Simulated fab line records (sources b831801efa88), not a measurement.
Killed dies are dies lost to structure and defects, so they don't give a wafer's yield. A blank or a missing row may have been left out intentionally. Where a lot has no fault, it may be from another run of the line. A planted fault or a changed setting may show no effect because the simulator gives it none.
What tool caused it?    flow gf180mcu    Sampling: 14 lots, 42 wafers, 4 of 602 route steps

## WHAT THE GAUGES READ, wafer by wafer
GF_HV_LDD_CD_MEAS_31 targets a cd of 400 nm.
lot   measured      on         cd-nm (nm)
L491  day 11 09:28  cd-sem-02  402.8 403.1 404.1
L492  day 11 11:43  cd-sem-02  401.2 398.8 400.7
L493  day 11 23:36  cd-sem-02  399.2 401.3 400.3
L494  day 12 10:36  cd-sem-01  400.5 400.8 400.5
L495  day 12 15:54  cd-sem-01  399.0 400.0 400.2
L496  day 12 22:54  cd-sem-01  400.8 398.8 399.3
L497  day 13 10:15  cd-sem-02  402.0 402.8 401.0
L502  day 14 17:43  cd-sem-01  401.2 400.0 402.8
L506  day 16 16:17  cd-sem-02  397.4 401.1 398.9
L507  day 17 03:25  cd-sem-01  400.1 401.0 401.7
L508  day 17 06:41  cd-sem-02  395.6 397.2 398.0
L509  day 17 13:15  cd-sem-02  402.6 401.8 404.1
L510  day 18 01:59  cd-sem-02  400.6 398.9 400.1
L513  day 18 19:50  cd-sem-01  401.1 402.6 403.0

GF_CONTACT_BOW_MEAS_05.
lot   measured      on             CONTACT_BOW (um)
L491  day 14 22:38  film-metro-03  68 57 69
L492  day 15 02:17  film-metro-04  71 63 62
L493  day 15 15:05  film-metro-03  53 55 64
L494  day 16 03:17  film-metro-04  72 65 63
L495  day 16 10:37  film-metro-03  64 47 76
L496  day 16 17:26  film-metro-01  69 56 68
L497  day 17 06:28  film-metro-03  63 65 51
L502  day 23 19:10  film-metro-03  58 62 56
L506  day 25 21:41  film-metro-01  63 60 57
L507  day 26 09:40  film-metro-01  68 64 74
L508  day 21 13:53  film-metro-01  72 66 66
L509  day 21 20:45  film-metro-04  65 74 58
L510  day 22 07:26  film-metro-04  69 77 59
L513  day 23 01:44  film-metro-01  74 77 69

## TOOL THAT RAN EACH LOT (tool first, then ch and the chambers of the sampled wafers, then the start)
lot   GF_PSD_STRIP_10                       GF_SALICIDE_SPUTTER_02
L491  plasma-asher-03 ch 0,1, day 14 00:32  pvd-sputter-01, day 14 21:31
L492  plasma-asher-03 ch 0,1, day 14 04:00  pvd-sputter-01, day 15 01:12
L493  plasma-asher-04 ch 0,1, day 14 15:39  pvd-sputter-01, day 15 14:00
L494  plasma-asher-01 ch 0,1, day 15 04:02  pvd-sputter-01, day 16 02:14
L495  plasma-asher-01 ch 0,1, day 15 11:02  pvd-sputter-04, day 16 09:32
L496  plasma-asher-03 ch 0,1, day 15 17:27  pvd-sputter-04, day 16 16:22
L497  plasma-asher-03 ch 0,1, day 16 06:03  pvd-sputter-03, day 17 05:22
L502  plasma-asher-03 ch 0,1, day 17 17:53  pvd-sputter-03, day 23 18:02
L506  plasma-asher-04 ch 0,1, day 19 19:20  pvd-sputter-03, day 25 20:35
L507  plasma-asher-01 ch 0,1, day 20 08:15  pvd-sputter-04, day 26 08:35
L508  plasma-asher-04 ch 0,1, day 20 11:40  pvd-sputter-01, day 21 12:47
L509  plasma-asher-04 ch 0,1, day 20 18:12  pvd-sputter-04, day 21 19:39
L510  plasma-asher-01 ch 0,1, day 21 06:12  pvd-sputter-01, day 22 06:20
L513  plasma-asher-03 ch 0,1, day 22 01:02  pvd-sputter-04, day 23 00:40
- GF_PSD_STRIP_10: strips in O2/N2.
- GF_SALICIDE_SPUTTER_02: material Co, target thk 10 nm, time 20 s.

## WHAT THE TOOLS THEMSELVES READ (means of the sampled wafers that have a number; where no wafer has one, the mark that the record gives instead)
GF_PSD_STRIP_10.
lot   tool             drypump-motor-current-A (A)  heater-power-w (W)  n2-flow-sccm (sccm)  oes-product-au (a.u.)  platen-temp-c (C)  strip-time-to-endpoint-s (s)
L491  plasma-asher-03  6.5                          332                 299.1                0.593                  250.23             16.52
L492  plasma-asher-03  6.5                          333                 299.9                0.591                  250.02             16.53
L493  plasma-asher-04  5.4                          304                 299.6                0.587                  249.95             16.53
L494  plasma-asher-01  5.8                          381                 299.9                0.589                  250.03             16.48
L495  plasma-asher-01  5.8                          381                 299.8                0.591                  250.24             16.54
L496  plasma-asher-03  6.5                          333                 300.5                0.588                  250.06             16.50
L497  plasma-asher-03  6.5                          338                 299.4                0.596                  249.99             16.50
L502  plasma-asher-03  6.3                          335                 298.5                0.590                  250.30             16.51
L506  plasma-asher-04  5.6                          292                 299.2                0.591                  250.07             16.54
L507  plasma-asher-01  5.8                          377                 300.7                0.596                  250.08             16.48
L508  plasma-asher-04  5.6                          289                 300.1                0.588                  249.99             16.59
L509  plasma-asher-04  5.4                          304                 299.1                0.591                  249.91             16.53
L510  plasma-asher-01  6.1                          351                 300.1                0.587                  249.90             16.52
L513  plasma-asher-03  6.3                          353                 300.0                0.591                  249.94             16.48

GF_SALICIDE_SPUTTER_02.
lot   tool            throttle-valve-pct (%)
L491  pvd-sputter-01  31.7
L492  pvd-sputter-01  31.4
L493  pvd-sputter-01  31.2
L494  pvd-sputter-01  31.5
L495  pvd-sputter-04  30.0
L496  pvd-sputter-04  29.9
L497  pvd-sputter-03  31.0
L502  pvd-sputter-03  30.3
L506  pvd-sputter-03  30.3
L507  pvd-sputter-04  30.0
L508  pvd-sputter-01  30.4
L509  pvd-sputter-04  29.2
L510  pvd-sputter-01  31.3
L513  pvd-sputter-04  29.6

## THE ANSWER, worked out from the rows above alone
Rule: the usual values come from the lots themselves. Put in order of their means at a reading, lots are off if they are a third of the lots or fewer, leave a main group of 4 or more, and stand apart from it by a gap of 3 or more times the standard deviation of the main group's means; of several such gaps the widest counts. A main group whose means are all the same, to the digits that the tables above print for the reading, isn't used. Also off: a lot with no number at a reading for which 4 or more lots have one. Any other lot the step has rows for is counted as sound. After the gauges, taken in route order, come the tools' own readings; for these a lot's mean is taken, as printed above. The first step at which some lot is off is used, and at that step the reading that is off furthest; a lot without a number counts as furthest.
No lot is off at any reading shown: from this, nothing can be told.

## WHAT THE SIMULATOR HAD INSERTED
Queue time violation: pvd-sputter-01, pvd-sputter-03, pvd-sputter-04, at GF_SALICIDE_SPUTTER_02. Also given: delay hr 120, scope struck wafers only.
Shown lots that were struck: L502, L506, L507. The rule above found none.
